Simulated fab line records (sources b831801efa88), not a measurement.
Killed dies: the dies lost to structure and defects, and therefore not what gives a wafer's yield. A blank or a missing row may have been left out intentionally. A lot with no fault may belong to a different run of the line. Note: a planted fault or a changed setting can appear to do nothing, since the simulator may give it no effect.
fab line records ; flow sky130
record: lots: 13; wafers: 39; lastDay: 50
route steps=708 shown CONTACT@431 METAL1@438 VIA1@458 PAD_OPEN@708
lots with no fault: from the same line, run without faults
startH: hours from the record's opening day to when the first of the lot's shown wafers began ; waitH: hours elapsed since this lot's preceding step ; " same as the row above ; L1.1+2: a row that stands for several wafers ; - no value present, or no start provided ; * or withheld: withheld ; < > ~ a bound
route shown NAME@n: a module of which the file shows steps, and the number in the route of the first ; usual: the fault-free wafers' mean and standard deviation ; same: alike in all rows ; chamber/n: place in a boat ; sites: readings site by site ; _std_site: standard deviation across them ; _edge_site: mean of outer sites minus mean of inner sites ; radiusMm: for every site, how far away it sits from the centre of the wafer ; mask NAME#n: copy n ; behind: the most recent tool/chamber to have shaped the wafer ; hold: what put the lot on hold/how long, in hours/how the hold closed ; device: the transistor (n, p or np) that didn't switch ; end of line: tests run on the same wafers once the route is complete ; for a step that has no rows: nothing shown but its recipe ; killed: the dies lost at the first sort to structure and to defects; this is not the yield of the wafer ; map: dies across one wafer; x = killed, . = not, _ = none there
set.NAME: the setting as run; set.NAME@STEP: as run at that earlier step ; model.NAME: the simulator's own value behind a step, which no gauge read
one table for each step of the route and one row for each wafer, over a sample of lots
services: from which hour (startH, from the record's first day; less than 0 if before it) a tool's chamber was out of use, for how many hours, and why
== steps ==
step: SKY_CONTACT_RS_MEAS_25
recipe: thkMeasGauge: four-point-probe; reads: W_of_CONTACT_CVD_24+TiN_of_CONTACT_SPUTTER_23
usual: CONTACT_W_RS: 0.340/0.0034
lot.wafer;tool;chamber;startH;waitH;CONTACT_W_RS[ohm/sq]
L373.1;filmMetro-02;-;734.08;0.1;0.342
L373.3;filmMetro-02;-;734.08;0.1;0.345
L373.5;filmMetro-02;-;734.08;0.1;0.343
L374.1;filmMetro-02;-;749.02;0.1;0.338
L374.3;filmMetro-02;-;749.02;0.1;0.338
L374.4;filmMetro-02;-;749.02;0.1;0.339
L375.2;filmMetro-02;-;752.61;0.1;0.337
L375.3;filmMetro-02;-;752.61;0.1;0.336
L375.4;filmMetro-02;-;752.61;0.1;0.336
L376.2;filmMetro-02;-;760.46;0.1;0.340
L376.3;filmMetro-02;-;760.46;0.1;0.338
L376.5;filmMetro-02;-;760.46;0.1;0.338
L377.1;filmMetro-02;-;763.78;0.1;0.340
L377.5;filmMetro-02;-;763.78;0.1;0.341
L377.6;filmMetro-02;-;763.78;0.1;0.345
L379.3;filmMetro-01;-;787.83;0.1;0.344
L379.4;filmMetro-01;-;787.83;0.1;0.345
L379.5;filmMetro-01;-;787.83;0.1;0.346
L381.3;filmMetro-04;-;808.40;0.1;0.336
L381.4;filmMetro-04;-;808.40;0.1;0.337
L381.5;filmMetro-04;-;808.40;0.1;0.337
L386.2;filmMetro-04;-;843.41;0.1;0.339
L386.3;filmMetro-04;-;843.41;0.1;0.339
L386.5;filmMetro-04;-;843.41;0.1;0.341
L388.1;filmMetro-04;-;868.65;0.1;0.338
L388.4;filmMetro-04;-;868.65;0.1;0.343
L388.6;filmMetro-04;-;868.65;0.1;0.340
L391.2;filmMetro-04;-;898.39;0.1;0.336
L391.3;filmMetro-04;-;898.39;0.1;0.339
L391.6;filmMetro-04;-;898.39;0.1;0.336
L392.1;filmMetro-02;-;898.56;0.1;0.332
L392.2;filmMetro-02;-;898.56;0.1;0.341
L392.6;filmMetro-02;-;898.56;0.1;0.334
L394.3;filmMetro-02;-;899.77;0.1;0.340
L394.4;filmMetro-02;-;899.77;0.1;0.337
L394.5;filmMetro-02;-;899.77;0.1;0.338
L393.2;filmMetro-01;-;902.12;0.1;0.341
L393.3;filmMetro-01;-;902.12;0.1;0.346
L393.5;filmMetro-01;-;902.12;0.1;0.340
step: SKY_METAL1_SPUTTER_04
recipe: material: TiN; targetThkNm: 70; powerW: 6500; timeS: 58.3; chamberPressurePa: 0.4
usual: throttleValvePct: 29.8/0.96
lot.wafer;tool;chamber;startH;waitH;throttleValvePct
L373.1;pvdSputter-03;-;734.66;0.0;30.3
L373.3;pvdSputter-03;-;734.66;0.0;29.7
L373.5;pvdSputter-03;-;734.66;0.0;29.9
L374.1;pvdSputter-03;-;749.59;0.0;30.8
L374.3;pvdSputter-03;-;749.59;0.0;29.8
L374.4;pvdSputter-03;-;749.59;0.0;29.8
L375.2;pvdSputter-03;-;753.16;0.0;30.3
L375.3;pvdSputter-03;-;753.16;0.0;30.0
L375.4;pvdSputter-03;-;753.16;0.0;30.7
L376.2;pvdSputter-02;-;761.01;0.0;28.4
L376.3;pvdSputter-02;-;761.01;0.0;30.5
L376.5;pvdSputter-02;-;761.01;0.0;28.1
L377.1;pvdSputter-02;-;764.36;0.0;30.0
L377.5;pvdSputter-02;-;764.36;0.0;28.3
L377.6;pvdSputter-02;-;764.36;0.0;30.1
L379.3;pvdSputter-02;-;788.36;0.0;30.8
L379.4;pvdSputter-02;-;788.36;0.0;30.2
L379.5;pvdSputter-02;-;788.36;0.0;30.7
L381.3;pvdSputter-02;-;808.93;0.0;28.4
L381.4;pvdSputter-02;-;808.93;0.0;28.4
L381.5;pvdSputter-02;-;808.93;0.0;30.0
L386.2;pvdSputter-02;-;844.02;0.0;28.3
L386.3;pvdSputter-02;-;844.02;0.0;30.2
L386.5;pvdSputter-02;-;844.02;0.0;28.3
L388.1;pvdSputter-02;-;869.22;0.0;28.7
L388.4;pvdSputter-02;-;869.22;0.0;30.1
L388.6;pvdSputter-02;-;869.22;0.0;30.1
L391.2;pvdSputter-03;-;898.94;0.0;31.1
L391.3;pvdSputter-03;-;898.94;0.0;30.1
L391.6;pvdSputter-03;-;898.94;0.0;30.9
L392.1;pvdSputter-04;-;899.53;0.0;31.1
L392.2;pvdSputter-04;-;899.53;0.0;30.6
L392.6;pvdSputter-04;-;899.53;0.0;31.3
L394.3;pvdSputter-02;-;900.43;0.0;30.7
L394.4;pvdSputter-02;-;900.43;0.0;30.2
L394.5;pvdSputter-02;-;900.43;0.0;27.9
L393.2;pvdSputter-02;-;902.68;0.0;30.2
L393.3;pvdSputter-02;-;902.68;0.0;30.7
L393.5;pvdSputter-02;-;902.68;0.0;28.4
step: SKY_VIA1_HDPCVD_00
recipe: material: SiO2; targetThkNm: 1030; sigmaOpenFrac: 0.3; timeS: 171.7; tempC: 400; sih4FlowSccm: 60; pressureMtorr: 6
usual: sih4FlowSccm: 59.98/0.21
lot.wafer;tool;chamber;startH;waitH;sih4FlowSccm
L373.1;hdpcvd-01;1;763.17;0.0;60.20
L373.3;hdpcvd-01;2;763.17;0.0;59.65
L373.5;hdpcvd-01;0;763.17;0.0;59.81
L374.1;hdpcvd-02;2;777.81;0.0;59.83
L374.3;hdpcvd-02;0;777.81;0.0;60.00
L374.4;hdpcvd-02;0;777.81;0.0;60.03
L375.2;hdpcvd-01;2;781.25;0.0;59.75
L375.3;hdpcvd-01;1;781.25;0.0;60.24
L375.4;hdpcvd-01;0;781.25;0.0;59.82
L376.2;hdpcvd-02;0;789.07;0.0;59.84
L376.3;hdpcvd-02;2;789.07;0.0;60.00
L376.5;hdpcvd-02;1;789.07;0.0;60.13
L377.1;hdpcvd-02;1;792.12;0.0;60.04
L377.5;hdpcvd-02;1;792.12;0.0;59.96
L377.6;hdpcvd-02;0;792.12;0.0;60.09
L379.3;hdpcvd-02;1;816.28;0.0;59.90
L379.4;hdpcvd-02;2;816.28;0.0;60.10
L379.5;hdpcvd-02;1;816.28;0.0;59.82
L381.3;hdpcvd-01;0;835.92;0.0;59.93
L381.4;hdpcvd-01;2;835.92;0.0;59.86
L381.5;hdpcvd-01;1;835.92;0.0;60.30
L386.2;hdpcvd-02;2;871.02;0.0;60.20
L386.3;hdpcvd-02;1;871.02;0.0;59.99
L386.5;hdpcvd-02;0;871.02;0.0;60.16
L388.1;hdpcvd-02;1;896.07;0.0;60.04
L388.4;hdpcvd-02;0;896.07;0.0;29.87
L388.6;hdpcvd-02;2;896.07;0.0;60.06
L391.2;hdpcvd-02;2;925.14;0.0;59.96
L391.3;hdpcvd-02;0;925.14;0.0;30.33
L391.6;hdpcvd-02;2;925.14;0.0;59.66
L392.1;hdpcvd-01;0;925.87;0.0;60.23
L392.2;hdpcvd-01;1;925.87;0.0;60.35
L392.6;hdpcvd-01;0;925.87;0.0;60.03
L394.3;hdpcvd-01;1;926.62;0.0;60.30
L394.4;hdpcvd-01;1;926.62;0.0;59.58
L394.5;hdpcvd-01;0;926.62;0.0;59.70
L393.2;hdpcvd-01;2;928.52;0.0;60.00
L393.3;hdpcvd-01;0;928.52;0.0;60.22
L393.5;hdpcvd-01;2;928.52;0.0;59.93
step: SKY_VIA1_THK_MEAS_01
recipe: reads: SiO2_of_VIA1_HDPCVD_00
usual: VIA1_HDPCVD_THK: 1033/9.5
lot.wafer;tool;chamber;startH;waitH;VIA1_HDPCVD_THK[nm]
L373.1;filmMetro-02;-;763.28;0.1;1036
L373.3;filmMetro-02;-;763.28;0.1;1029
L373.5;filmMetro-02;-;763.28;0.1;1019
L374.1;filmMetro-01;-;777.92;0.1;1027
L374.3;filmMetro-01;-;777.92;0.1;1041
L374.4;filmMetro-01;-;777.92;0.1;1055
L375.2;filmMetro-02;-;781.38;0.1;1038
L375.3;filmMetro-02;-;781.38;0.1;1033
L375.4;filmMetro-02;-;781.38;0.1;1035
L376.2;filmMetro-03;-;789.19;0.1;1029
L376.3;filmMetro-03;-;789.19;0.1;1018
L376.5;filmMetro-03;-;789.19;0.1;1041
L377.1;filmMetro-02;-;792.23;0.1;1052
L377.5;filmMetro-02;-;792.23;0.1;1042
L377.6;filmMetro-02;-;792.23;0.1;1039
L379.3;filmMetro-03;-;816.41;0.1;1035
L379.4;filmMetro-03;-;816.41;0.1;1033
L379.5;filmMetro-03;-;816.41;0.1;1037
L381.3;filmMetro-02;-;836.05;0.1;1027
L381.4;filmMetro-02;-;836.05;0.1;1041
L381.5;filmMetro-02;-;836.05;0.1;1026
L386.2;filmMetro-01;-;871.14;0.1;1038
L386.3;filmMetro-01;-;871.14;0.1;1033
L386.5;filmMetro-01;-;871.14;0.1;1037
L388.1;filmMetro-03;-;896.18;0.1;1033
L388.4;filmMetro-03;-;896.18;0.1;524
L388.6;filmMetro-03;-;896.18;0.1;1036
L391.2;filmMetro-03;-;925.37;0.2;1037
L391.3;filmMetro-03;-;925.37;0.2;511
L391.6;filmMetro-03;-;925.37;0.2;1021
L392.1;filmMetro-02;-;925.98;0.1;1030
L392.2;filmMetro-02;-;925.98;0.1;1027
L392.6;filmMetro-02;-;925.98;0.1;1033
L394.3;filmMetro-03;-;926.75;0.1;1027
L394.4;filmMetro-03;-;926.75;0.1;1028
L394.5;filmMetro-03;-;926.75;0.1;1033
L393.2;filmMetro-02;-;928.64;0.1;1016
L393.3;filmMetro-02;-;928.64;0.1;1025
L393.5;filmMetro-02;-;928.64;0.1;1005
step: SKY_VIA1_CMP_02
recipe: material: SiO2; downForcePsi: 4; platenRpm: 60; padVelocityMS: 0.94248
usual: motorCurrentA: 11.5/0.93
lot.wafer;tool;chamber;startH;waitH;motorCurrentA
L373.1;cmp-02;2;763.34;0.1;13.2
L373.3;cmp-02;1;763.34;0.1;10.8
L373.5;cmp-02;2;763.34;0.1;13.3
L374.4;cmp-01;3;777.98;0.0;11.2
L374.1;cmp-01;0;777.98;0.0;11.1
L374.3;cmp-01;2;777.98;0.0;11.1
L375.4;cmp-02;1;781.43;0.0;10.5
L375.3;cmp-02;2;781.43;0.0;13.1
L375.2;cmp-02;0;781.43;0.0;11.3
L376.2;cmp-01;1;789.34;0.1;13.1
L376.3;cmp-01;2;789.34;0.1;11.0
L376.5;cmp-01;3;789.34;0.1;11.9
L377.1;cmp-02;1;792.39;0.1;11.3
L377.5;cmp-02;3;792.39;0.1;10.4
L377.6;cmp-02;0;792.39;0.1;10.7
L379.4;cmp-02;3;816.45;0.0;10.5
L379.3;cmp-02;0;816.45;0.0;10.5
L379.5;cmp-02;3;816.45;0.0;10.1
L381.3;cmp-01;0;836.14;0.1;11.1
L381.4;cmp-01;1;836.14;0.1;12.3
L381.5;cmp-01;3;836.14;0.1;11.1
L386.3;cmp-01;2;871.19;0.0;11.6
L386.2;cmp-01;1;871.19;0.0;13.0
L386.5;cmp-01;2;871.19;0.0;11.3
L388.1;cmp-02;3;896.24;0.1;10.5
L388.4;cmp-02;0;896.24;0.1;10.9
L388.6;cmp-02;3;896.24;0.1;10.3
L391.2;cmp-02;2;925.48;0.1;13.0
L391.3;cmp-02;0;925.48;0.1;11.8
L391.6;cmp-02;3;925.48;0.1;10.1
L392.1;cmp-01;0;926.19;0.2;11.4
L392.2;cmp-01;3;926.19;0.2;11.6
L392.6;cmp-01;1;926.19;0.2;13.0
L394.4;cmp-02;1;926.84;0.1;10.7
L394.3;cmp-02;2;926.84;0.1;12.7
L394.5;cmp-02;0;926.84;0.1;11.2
L393.2;cmp-02;1;928.74;0.1;11.0
L393.3;cmp-02;2;928.74;0.1;13.8
L393.5;cmp-02;1;928.74;0.1;11.1
step: SKY_PAD_OPEN_PROBE_99
usual: defectLimitedYield: 83.0/1.9; killed_at_M0_to_M3: 43/6.9; killed_at_M4_up: 3.1/1.9; killedAtContacts: 24/5.4; killedAtFrontEnd: 14/4.3; killedAtOther: 0.3/0.53; killedDies: 84/9.5; killedOpen: 46/6.8; killedShort: 38/6
same: grossDies: 492; killedAtBackSide: 0
lot.wafer;tool;chamber;startH;waitH;defectLimitedYield[%];killed_at_M0_to_M3;killed_at_M4_up;killedAtContacts;killedAtFrontEnd;killedAtOther;killedDies;killedOpen;killedShort
L373.1;prober-02;-;1075.96;0.1;82.3;49;4;20;14;0;87;50;37
L373.3;prober-02;-;1076.06;0.2;85.0;43;2;18;11;0;74;35;39
L373.5;prober-02;-;1076.16;0.2;86.4;32;0;24;11;0;67;47;20
L374.1;prober-01;-;1081.90;0.1;81.5;42;8;26;15;0;91;52;38
L374.3;prober-01;-;1082.00;0.2;77.4;60;9;27;15;0;111;64;47
L374.4;prober-01;-;1082.05;0.2;82.3;48;2;18;19;0;87;49;38
L375.2;prober-02;-;1086.22;0.1;80.1;51;4;28;13;2;98;57;41
L375.3;prober-02;-;1086.27;0.2;83.1;36;7;26;14;0;83;43;40
L375.4;prober-02;-;1086.32;0.2;84.1;32;6;31;9;0;78;42;36
L376.2;prober-01;-;1096.45;0.1;85.8;40;3;22;5;0;70;37;33
L376.3;prober-01;-;1096.50;0.2;83.1;43;2;20;17;1;83;41;42
L376.5;prober-01;-;1096.60;0.2;83.5;31;3;23;24;0;81;33;48
L377.1;prober-01;-;1099.30;0.1;83.3;41;4;18;17;2;82;43;38
L377.5;prober-01;-;1099.50;0.2;84.3;39;1;20;17;0;77;38;37
L377.6;prober-01;-;1099.55;0.2;78.7;46;6;30;23;0;105;61;44
L379.3;prober-01;-;1116.94;0.2;83.9;34;3;24;17;1;79;44;35
L379.4;prober-01;-;1116.99;0.2;82.7;36;2;29;18;0;85;43;42
L379.5;prober-01;-;1117.04;0.2;81.5;32;2;36;21;0;91;52;39
L381.3;prober-02;-;1125.00;0.2;82.5;41;5;18;21;1;86;42;43
L381.4;prober-02;-;1125.05;0.2;85.0;40;3;20;11;0;74;43;28
L381.5;prober-02;-;1125.10;0.2;81.7;44;2;29;15;0;90;57;33
L386.2;prober-01;-;1157.19;0.1;85.8;38;0;20;12;0;70;42;27
L386.3;prober-01;-;1157.24;0.2;80.5;43;2;27;24;0;96;56;40
L386.5;prober-01;-;1157.34;0.2;82.3;47;5;22;13;0;87;50;36
L388.1;prober-02;-;1172.46;0.1;79.3;62;0;26;14;0;102;62;40
L388.4;prober-02;-;1172.61;0.2;82.7;45;4;26;10;0;85;57;28
L388.6;prober-02;-;1172.71;0.2;81.9;50;2;19;17;1;89;53;36
L391.2;prober-02;-;1193.79;0.1;85.2;37;4;23;9;0;73;40;33
L391.3;prober-02;-;1193.84;0.2;84.8;39;1;20;15;0;75;39;35
L391.6;prober-02;-;1193.99;0.2;86.6;27;3;23;13;0;66;32;34
L392.1;prober-01;-;1194.86;0.1;84.6;37;2;23;14;0;76;48;28
L392.2;prober-01;-;1194.91;0.1;81.7;43;3;30;14;0;90;52;37
L392.6;prober-01;-;1195.11;0.2;81.5;47;0;28;16;0;91;49;42
L394.3;prober-02;-;1195.84;0.2;86.2;36;2;17;13;0;68;39;29
L394.4;prober-02;-;1195.89;0.2;86.6;28;1;27;10;0;66;41;25
L394.5;prober-02;-;1195.94;0.2;84.8;34;6;22;13;0;75;43;32
L393.2;prober-01;-;1197.96;0.1;79.3;60;4;22;15;1;102;55;47
L393.3;prober-01;-;1198.01;0.2;81.1;48;1;33;9;2;93;54;38
L393.5;prober-01;-;1198.11;0.2;81.7;50;3;21;14;2;90;44;44
killed by level:class
L373.1 VIA1:geometricParticle:open=11 LI_CONTACT:geometricParticle:open=8 VIA3:geometricParticle:open=7 METAL1:geometricParticle:short=6 VIA2:geometricParticle:open=6 CONTACT:geometricParticle:open=5 VIA1:geometricParticle:short=5 POLY_GATE:geometricParticle:open=4
L373.3 VIA1:geometricParticle:open=9 VIA2:geometricParticle:open=7 METAL2:geometricParticle:short=5 LOCAL_INTERCONNECT:geometricParticle:short=5 VIA1:geometricParticle:short=5 VIA3:geometricParticle:open=5 FIELD_ISO:geometricParticle:short=4 LI_CONTACT:geometricParticle:open=4
L373.5 VIA1:geometricParticle:open=11 CONTACT:geometricParticle:open=9 LI_CONTACT:geometricParticle:open=7 FIELD_ISO:geometricParticle:open=5 VIA1:geometricParticle:short=4 CONTACT:geometricParticle:short=3 VIA3:geometricParticle:open=3 VIA2:geometricParticle:open=3
L374.1 LI_CONTACT:geometricParticle:open=10 VIA1:geometricParticle:open=10 METAL2:geometricParticle:short=9 VIA2:geometricParticle:open=8 CONTACT:geometricParticle:open=7 METAL4:geometricParticle:short=7 POLY_GATE:geometricParticle:open=4 LOCAL_INTERCONNECT:geometricParticle:short=4
L374.3 VIA1:geometricParticle:open=13 VIA2:geometricParticle:open=12 VIA1:geometricParticle:short=8 LI_CONTACT:geometricParticle:open=7 FIELD_ISO:geometricParticle:open=6 LOCAL_INTERCONNECT:geometricParticle:short=6 CONTACT:geometricParticle:open=6 METAL2:geometricParticle:short=6
L374.4 VIA2:geometricParticle:open=10 VIA1:geometricParticle:open=9 METAL1:geometricParticle:short=8 POLY_GATE:geometricParticle:short=7 LI_CONTACT:geometricParticle:open=6 VIA1:geometricParticle:short=6 VIA3:geometricParticle:open=6 CONTACT:geometricParticle:open=5
L375.2 VIA1:geometricParticle:open=14 LI_CONTACT:geometricParticle:open=11 VIA3:geometricParticle:open=11 FIELD_ISO:geometricParticle:short=6 VIA2:geometricParticle:open=6 CONTACT:geometricParticle:short=5 CONTACT:geometricParticle:open=5 VIA1:geometricParticle:short=5
L375.3 VIA1:geometricParticle:open=9 LOCAL_INTERCONNECT:geometricParticle:short=9 VIA3:geometricParticle:open=8 FIELD_ISO:geometricParticle:open=7 LI_CONTACT:geometricParticle:open=7 METAL4:geometricParticle:short=7 CONTACT:geometricParticle:open=5 LI_CONTACT:geometricParticle:short=4
L375.4 CONTACT:geometricParticle:open=11 LOCAL_INTERCONNECT:geometricParticle:short=8 VIA3:geometricParticle:open=7 METAL3:geometricParticle:short=6 LI_CONTACT:geometricParticle:open=5 VIA1:geometricParticle:open=5 METAL1:geometricParticle:short=4 FIELD_ISO:geometricParticle:open=3
L376.2 VIA1:geometricParticle:open=15 CONTACT:geometricParticle:short=7 CONTACT:geometricParticle:open=6 VIA1:geometricParticle:short=4 VIA2:geometricParticle:short=4 LI_CONTACT:geometricParticle:open=3 LOCAL_INTERCONNECT:geometricParticle:short=3 METAL4:geometricParticle:short=3
L376.3 FIELD_ISO:geometricParticle:open=9 VIA1:geometricParticle:open=7 METAL1:geometricParticle:short=7 VIA2:geometricParticle:short=6 VIA2:geometricParticle:open=6 FIELD_ISO:geometricParticle:short=5 LOCAL_INTERCONNECT:geometricParticle:short=5 CONTACT:geometricParticle:open=5
L376.5 FIELD_ISO:geometricParticle:short=7 VIA2:geometricParticle:open=7 FIELD_ISO:geometricParticle:open=6 CONTACT:geometricParticle:short=6 METAL1:geometricParticle:short=6 POLY_GATE:geometricParticle:short=5 LOCAL_INTERCONNECT:geometricParticle:short=5 LI_CONTACT:geometricParticle:open=5
L377.1 VIA1:geometricParticle:open=9 CONTACT:geometricParticle:open=7 METAL3:geometricParticle:short=6 VIA3:geometricParticle:open=6 POLY_GATE:geometricParticle:open=5 VIA1:geometricParticle:short=5 FIELD_ISO:geometricParticle:short=4 SPACER:geometricParticle:short=4
L377.5 VIA1:geometricParticle:open=10 CONTACT:geometricParticle:open=9 LOCAL_INTERCONNECT:geometricParticle:short=7 VIA2:geometricParticle:short=5 FIELD_ISO:geometricParticle:short=4 METAL1:geometricParticle:short=4 VIA2:geometricParticle:open=4 SPACER:geometricParticle:short=3
L377.6 CONTACT:geometricParticle:open=16 VIA1:geometricParticle:open=11 VIA2:geometricParticle:open=7 POLY_GATE:geometricParticle:open=6 LI_CONTACT:geometricParticle:open=6 METAL1:geometricParticle:short=6 POLY_GATE:geometricParticle:short=5 VIA1:geometricParticle:short=5
L379.3 LI_CONTACT:geometricParticle:open=7 CONTACT:geometricParticle:open=7 FIELD_ISO:geometricParticle:short=6 VIA1:geometricParticle:open=6 VIA1:geometricParticle:short=6 VIA2:geometricParticle:open=6 FIELD_ISO:geometricParticle:open=5 POLY_GATE:geometricParticle:open=3
L379.4 VIA1:geometricParticle:open=8 LI_CONTACT:geometricParticle:open=8 CONTACT:geometricParticle:open=7 METAL2:geometricParticle:short=6 METAL1:geometricParticle:short=5 POLY_GATE:geometricParticle:short=5 POLY_GATE:geometricParticle:open=5 LOCAL_INTERCONNECT:geometricParticle:short=5
L379.5 CONTACT:geometricParticle:open=14 LI_CONTACT:geometricParticle:open=9 POLY_GATE:geometricParticle:open=7 LOCAL_INTERCONNECT:geometricParticle:short=7 FIELD_ISO:geometricParticle:short=6 VIA1:geometricParticle:open=6 FIELD_ISO:geometricParticle:open=5 METAL1:geometricParticle:short=5
L381.3 VIA3:geometricParticle:open=10 CONTACT:geometricParticle:open=9 VIA1:geometricParticle:open=7 METAL2:geometricParticle:short=5 POLY_GATE:geometricParticle:short=4 METAL4:geometricParticle:short=4 LI_CONTACT:geometricParticle:open=4 CONTACT:geometricParticle:short=4
L381.4 VIA1:geometricParticle:open=12 CONTACT:geometricParticle:open=8 VIA3:geometricParticle:open=8 LI_CONTACT:geometricParticle:open=4 LOCAL_INTERCONNECT:geometricParticle:short=4 METAL1:geometricParticle:short=4 VIA1:geometricParticle:short=4 VIA2:geometricParticle:open=4
L381.5 CONTACT:geometricParticle:open=13 VIA3:geometricParticle:open=10 VIA1:geometricParticle:open=8 FIELD_ISO:geometricParticle:open=7 LI_CONTACT:geometricParticle:open=7 METAL2:geometricParticle:short=5 VIA2:geometricParticle:open=5 METAL3:geometricParticle:short=4
L386.2 VIA1:geometricParticle:open=9 VIA3:geometricParticle:open=8 CONTACT:geometricParticle:open=7 LI_CONTACT:geometricParticle:open=6 METAL2:geometricParticle:short=4 POLY_GATE:geometricParticle:short=4 METAL1:geometricParticle:short=4 METAL2:geometricParticle:open=4
L386.3 VIA1:geometricParticle:open=10 CONTACT:geometricParticle:open=9 VIA3:geometricParticle:open=8 FIELD_ISO:geometricParticle:open=7 FIELD_ISO:geometricParticle:short=7 VIA2:geometricParticle:open=7 LOCAL_INTERCONNECT:geometricParticle:short=7 LI_CONTACT:geometricParticle:open=6
L386.5 VIA3:geometricParticle:open=10 LI_CONTACT:geometricParticle:open=9 VIA1:geometricParticle:open=7 FIELD_ISO:geometricParticle:open=6 CONTACT:geometricParticle:open=6 VIA1:geometricParticle:short=6 VIA2:geometricParticle:open=6 METAL1:geometricParticle:short=5
L388.1 VIA1:geometricParticle:open=15 CONTACT:geometricParticle:open=12 VIA3:geometricParticle:open=9 METAL1:geometricParticle:short=8 LI_CONTACT:geometricParticle:open=6 FIELD_ISO:geometricParticle:short=5 METAL2:geometricParticle:short=5 VIA2:geometricParticle:open=5
L388.4 VIA1:geometricParticle:open=15 VIA2:geometricParticle:open=9 CONTACT:geometricParticle:open=8 LI_CONTACT:geometricParticle:open=7 VIA3:geometricParticle:open=6 CONTACT:geometricParticle:short=5 FIELD_ISO:geometricParticle:short=4 LOCAL_INTERCONNECT:geometricParticle:short=4
L388.6 VIA1:geometricParticle:open=20 VIA2:geometricParticle:open=9 FIELD_ISO:geometricParticle:open=5 LI_CONTACT:geometricParticle:open=5 CONTACT:geometricParticle:open=5 VIA1:geometricParticle:short=5 POLY_GATE:geometricParticle:short=4 METAL2:geometricParticle:short=4
L391.2 CONTACT:geometricParticle:open=11 VIA1:geometricParticle:open=7 LI_CONTACT:geometricParticle:open=6 METAL3:geometricParticle:short=6 VIA2:geometricParticle:open=5 LOCAL_INTERCONNECT:geometricParticle:short=4 METAL1:geometricParticle:short=4 METAL2:geometricParticle:short=3
L391.3 POLY_GATE:geometricParticle:open=8 CONTACT:geometricParticle:open=7 VIA3:geometricParticle:open=7 METAL1:geometricParticle:short=6 LI_CONTACT:geometricParticle:short=5 VIA1:geometricParticle:open=5 VIA2:geometricParticle:open=5 METAL3:geometricParticle:short=5
L391.6 VIA2:geometricParticle:open=7 CONTACT:geometricParticle:short=5 CONTACT:geometricParticle:open=5 POLY_GATE:geometricParticle:short=4 LI_CONTACT:geometricParticle:open=4 LOCAL_INTERCONNECT:geometricParticle:short=4 VIA1:geometricParticle:open=4 FIELD_ISO:geometricParticle:open=3
L392.1 CONTACT:geometricParticle:open=13 VIA1:geometricParticle:open=8 VIA2:geometricParticle:open=6 LI_CONTACT:geometricParticle:open=5 METAL1:geometricParticle:short=5 VIA1:geometricParticle:short=5 CONTACT:geometricParticle:short=4 VIA3:geometricParticle:open=4
L392.2 CONTACT:geometricParticle:open=17 LI_CONTACT:geometricParticle:open=7 VIA1:geometricParticle:short=7 VIA1:geometricParticle:open=6 VIA2:geometricParticle:open=5 VIA3:geometricParticle:open=5 METAL3:geometricParticle:short=4 METAL2:geometricParticle:short=4
L392.6 VIA2:geometricParticle:open=9 LI_CONTACT:geometricParticle:open=9 VIA1:geometricParticle:open=8 CONTACT:geometricParticle:short=7 CONTACT:geometricParticle:open=6 VIA2:geometricParticle:short=5 VIA1:geometricParticle:short=5 FIELD_ISO:geometricParticle:short=4
L394.3 VIA1:geometricParticle:open=13 LI_CONTACT:geometricParticle:open=6 FIELD_ISO:geometricParticle:short=5 CONTACT:geometricParticle:short=5 CONTACT:geometricParticle:open=5 VIA2:geometricParticle:open=5 VIA2:geometricParticle:short=4 VIA1:geometricParticle:short=4
L394.4 CONTACT:geometricParticle:open=10 VIA1:geometricParticle:open=6 LI_CONTACT:geometricParticle:open=6 METAL2:geometricParticle:short=6 CONTACT:geometricParticle:short=4 FIELD_ISO:geometricParticle:short=3 FIELD_ISO:geometricParticle:open=3 LOCAL_INTERCONNECT:geometricParticle:short=3
L394.5 VIA1:geometricParticle:open=8 CONTACT:geometricParticle:open=8 LI_CONTACT:geometricParticle:open=6 METAL1:geometricParticle:short=5 METAL2:geometricParticle:short=5 VIA3:geometricParticle:open=4 METAL4:geometricParticle:short=4 FIELD_ISO:geometricParticle:open=3
L393.2 VIA1:geometricParticle:open=18 VIA1:geometricParticle:short=8 CONTACT:geometricParticle:open=8 VIA2:geometricParticle:open=7 METAL2:geometricParticle:short=7 VIA2:geometricParticle:short=6 FIELD_ISO:geometricParticle:open=5 LI_CONTACT:geometricParticle:open=5
L393.3 CONTACT:geometricParticle:open=14 VIA2:geometricParticle:open=10 LI_CONTACT:geometricParticle:open=9 VIA1:geometricParticle:open=7 METAL1:geometricParticle:short=6 VIA3:geometricParticle:open=6 METAL2:geometricParticle:short=5 LI_CONTACT:geometricParticle:short=4
L393.5 VIA1:geometricParticle:open=11 VIA3:geometricParticle:open=9 LI_CONTACT:geometricParticle:open=7 VIA2:geometricParticle:open=7 CONTACT:geometricParticle:open=6 METAL2:geometricParticle:short=5 LOCAL_INTERCONNECT:geometricParticle:short=5 VIA2:geometricParticle:short=5
== services ==
tool;chamber;startH;hours;kind
cmp-02;-;716.57;3.1;repair
cmp-01;-;725.97;4.4;pm
hdpcvd-02;-;727.95;2.8;pm
cmp-02;-;744.00;4.0;pm
cmp-02;-;746.97;0.7;repair
cmp-02;-;748.00;-;consumableReplace:conditioner
cmp-02;-;748.00;-;consumableReplace:pad
cmp-01;-;804.41;1.6;repair
cmp-02;-;820.18;0.4;repair
pvdSputter-04;-;827.77;0.7;repair
pvdSputter-02;0;846.71;-;consumableReplace:kit
pvdSputter-02;0;846.71;18.0;scheduledDown
pvdSputter-02;0;846.71;18.0;ventCycle
hdpcvd-02;2;849.42;14.9;repair
pvdSputter-02;-;850.71;7.7;repair
hdpcvd-02;1;851.82;8.4;repair
pvdSputter-04;-;851.90;3.4;repair
cmp-01;-;887.65;1.0;repair
cmp-02;-;893.31;0.8;repair
hdpcvd-01;-;902.64;1.0;repair
cmp-02;-;911.78;5.5;pm
cmp-01;-;912.00;4.0;pm
cmp-01;-;916.00;-;consumableReplace:conditioner
hdpcvd-02;0;926.66;16.6;repair
== key ==
firstSign: step: SKY_VIA1_HDPCVD_00; reading: sih4FlowSccm; direction: down; sigmas: 99+; usual: 59.98; struck: 30.10
effect: step: SKY_VIA1_THK_MEAS_01; reading: VIA1_HDPCVD_THK; direction: down; sigmas: 54; usual: 1033; struck: 518
metAt SKY_VIA1_HDPCVD_00
struckLots L388,L391
struckWafers L388.4,L391.3
notActingAt SKY_CONTACT_RS_MEAS_25,SKY_METAL1_SPUTTER_04,SKY_VIA1_CMP_02
onsetBetween 871.02 896.07
fault: kind: processParameterDrift; tool: hdpcvd-02; chamber: 0; onsetH: 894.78; steps: SKY_VIA1_HDPCVD_00; channel: sih4FlowSccm; offset: -30; shape: step; endH: 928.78; actsIn: theseRecipesOnly; stated: 60
